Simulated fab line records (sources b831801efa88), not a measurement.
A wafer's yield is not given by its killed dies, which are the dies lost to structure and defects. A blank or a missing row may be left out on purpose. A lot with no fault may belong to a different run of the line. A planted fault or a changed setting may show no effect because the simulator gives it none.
Which tool is to blame? ; flow gf180mcu ; 12 lots with 36 wafers sampled at 3 steps, on a route of 602 steps

## WHAT THE GAUGES READ, wafer by wafer
GF_V4_CD_MEAS_14: the cd target is 260 nm.
lot;measured;on;cdNm (nm)
L355;day 24 21:55;cdSem-02;261.0 260.3 259.6
L357;day 25 17:04;cdSem-02;259.8 260.0 260.7
L358;day 26 06:46;cdSem-02;258.4 260.9 259.0
L362;day 27 07:13;cdSem-02;259.6 261.0 260.9
L361;day 27 11:58;cdSem-01;259.2 257.9 259.4
L366;day 28 17:19;cdSem-02;268.1 274.2 268.8
L371;day 30 00:58;cdSem-01;260.5 260.5 259.4
L374;day 31 00:41;cdSem-02;260.5 260.1 259.9
L375;day 31 01:58;cdSem-02;261.9 260.7 260.7
L376;day 31 08:06;cdSem-01;257.8 258.5 258.6
L378;day 31 18:13;cdSem-01;259.2 258.6 258.0
L377;day 31 20:25;cdSem-02;262.4 261.8 261.6

## WHAT TOOL EACH LOT RAN ON (gives the tool, then ch and the chambers of the sampled wafers, and finally the start)
lot;GF_V4_CMP_04;GF_V4_EXPOSE_11
L355;cmp-02 ch 1,2, day 23 22:50;krfScanner-01 ch 0, day 24 11:15
L357;cmp-01 ch 0,2, day 24 18:35;krfScanner-02 ch 0, day 25 06:11
L358;cmp-01 ch 0,3, day 25 09:20;krfScanner-02 ch 0, day 25 20:04
L362;cmp-02 ch 0,1,3, day 26 10:14;krfScanner-01 ch 0, day 26 20:58
L361;cmp-02 ch 1,2,3, day 26 15:05;krfScanner-02 ch 0, day 27 01:44
L366;cmp-02 ch 0,2,3, day 27 21:10;krfScanner-02 ch 0, day 28 08:08
L371;cmp-02 ch 0,2, day 29 05:41;krfScanner-01 ch 0, day 29 15:59
L374;cmp-01 ch 0,1,2, day 30 05:41;krfScanner-01 ch 0, day 30 15:05
L375;cmp-01 ch 0,1,2, day 30 06:56;krfScanner-01 ch 0, day 30 16:34
L376;cmp-01 ch 0,2,3, day 30 12:50;krfScanner-02 ch 0, day 30 23:25
L378;cmp-01 ch 0,1, day 31 00:19;krfScanner-01 ch 0, day 31 09:53
L377;cmp-02 ch 0,1, day 31 02:23;krfScanner-02 ch 0, day 31 11:56
- GF_V4_CMP_04: polishes SiO2.
- GF_V4_EXPOSE_11: exposes mask Via4, target cd 260 nm.

## WHAT THE TOOLS THEMSELVES READ (means of the sampled wafers that have a number; where no wafer has one, the mark that the record gives instead)
GF_V4_CMP_04.
lot;tool;motorCurrentA (A);timeToEndpointS (s)
L355;cmp-02;12.2;83
L357;cmp-01;12.8;81
L358;cmp-01;11.5;72
L362;cmp-02;11.0;78
L361;cmp-02;11.7;76
L366;cmp-02;12.9;75
L371;cmp-02;14.3;87
L374;cmp-01;12.2;87
L375;cmp-01;12.8;86
L376;cmp-01;12.4;84
L378;cmp-01;11.9;83
L377;cmp-02;11.7;78

GF_V4_EXPOSE_11.
lot;tool;exposureDoseMJCm2
L355;krfScanner-01;37.98
L357;krfScanner-02;37.95
L358;krfScanner-02;37.88
L362;krfScanner-01;37.95
L361;krfScanner-02;37.91
L366;krfScanner-02;36.73
L371;krfScanner-01;37.94
L374;krfScanner-01;37.93
L375;krfScanner-01;37.97
L376;krfScanner-02;37.93
L378;krfScanner-01;37.96
L377;krfScanner-02;37.93

## THE ANSWER, worked out from the rows above alone
Rule: the usual values come from the lots themselves. Put in order of their means at a reading, lots are off if they are a third of the lots or fewer, leave a main group of 4 or more, and stand apart from it by a gap of 3 or more times the standard deviation of the main group's means; of several such gaps the widest counts. Not used: any main group whose means are identical at the precision the tables above print for the reading. A lot without any number at a reading at which 4 lots or more have one is off too. The other lots that the step has rows for count as sound. Order of review: gauges by route order, followed by the tools' own readings, for which a lot's mean as printed above is used. The first step at which some lot is off is used, and at that step the reading that is off furthest; a lot without a number counts as furthest.
Off at GF_V4_CD_MEAS_14 (cdNm): L366. Main group: mean 260.0 nm, sd 1.
A tool fits if, at a process step before that reading, it ran every lot that is off, and no sound lot after the first of them. The gauges at GF_V4_CD_MEAS_14 aren't tried: what is off there is off at GF_V4_EXPOSE_11 too, on other tools, and a gauge's error can't cause that. Of those tried, none fits.

## WHAT HAD BEEN PUT IN BY THE SIMULATOR
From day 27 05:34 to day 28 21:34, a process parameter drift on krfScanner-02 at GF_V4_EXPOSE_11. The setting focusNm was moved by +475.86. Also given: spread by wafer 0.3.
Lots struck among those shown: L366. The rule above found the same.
